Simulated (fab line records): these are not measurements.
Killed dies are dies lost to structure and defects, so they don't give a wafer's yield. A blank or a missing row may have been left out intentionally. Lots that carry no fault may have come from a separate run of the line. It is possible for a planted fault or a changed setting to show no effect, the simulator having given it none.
8D (eight disciplines) problem report, filled in by code | flow sky130 | the parts of the form that need people (team, actions taken, sign-off) are left out

== 1. WHAT IS WRONG ==
Wafers without a fault read 411.3 nm, standard deviation 2.2; cd-nm at SKY_SONOS_TUNNEL_CD_MEAS_07 reads a mean of 395.5 nm on 6 wafers belonging to 2 lots. That puts it -7.2 standard deviations away from the usual mean.
The step: target cd 410 nm.
Earliest sighting: wafer L514.2 on cd-sem-02 at day 13 09:57. The record holds 42 wafers of 14 lots with a number at this step. The rule behind "out" and "out of limits": a value lying over 4 standard deviations away from the usual mean. All remaining wafers that have a number are taken as sound.

== 2. WHAT IT IS, WHAT IT ISN'T ==
question                    | is                     | is not
which readings at this step | cd-nm                  | -
which lots                  | L514, L515             | L509, L510, L511, L521, L523, L524, L525, L526, L527, L528, L529, L530
which wafers of those lots  | all that have a number | -
read on which gauges        | cd-sem-01, cd-sem-02   | -
when                        | from day 13 09:57      | up to then (9 sound wafers); but 27 sound wafers of L521, L523, L524, L525, L526, L527, L528, L529, L530 came after

== 3. THE SUSPECTS, EACH WITH WHAT RULES IT OUT ==
Counting: a tool at any process step up to the reading remains a suspect when it ran all the lots that are out and ran no sound lot after the first of those.
- the gauge at SKY_SONOS_TUNNEL_CD_MEAS_07 has been ruled out. 2 gauges (cd-sem-01, cd-sem-02) read the wafers that are out.
- litho-track-01 at SKY_SONOS_TUNNEL_DEVELOP_06 (develop time 60 s): ruled out as a lasting fault. Sound lots L525, L524, L526, L528 ran on it after its first lot that is out, L514 (day 13 09:48).
Left after counting: nothing in the record.

== 4. THE CAUSE (what the simulator had put in) ==
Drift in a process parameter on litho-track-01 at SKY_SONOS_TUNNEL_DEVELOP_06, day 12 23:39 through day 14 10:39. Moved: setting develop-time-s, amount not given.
Counting ruled it out, wrongly: the rule takes a fault to strike every lot that its tool runs from its start on, and this one did not.

== 5. THE CHAIN OF EFFECTS, in route order ==
Each row: a reading where the mean over the struck wafers with a number is more than 3 standard deviations away from the usual. Only readings whose record carries a usual standard deviation are examined. hours: median over the lots of the time between each lot's start at the first step of this table that gives one and its start at this step. sigmas: the change, counted in usual standard deviations.
hours | step                        | reading | usual    | on struck wafers | change | sigmas
0     | SKY_SONOS_TUNNEL_CD_MEAS_07 | cd-nm   | 411.3 nm | 395.5            | -15.8  | -7.2

== 6. WHAT WOULD HAVE CAUGHT IT SOONER ==
In this record the first reading out of limits at a measuring or inspecting step was taken at day 13 09:57, 10 hours after the fault began at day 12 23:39.
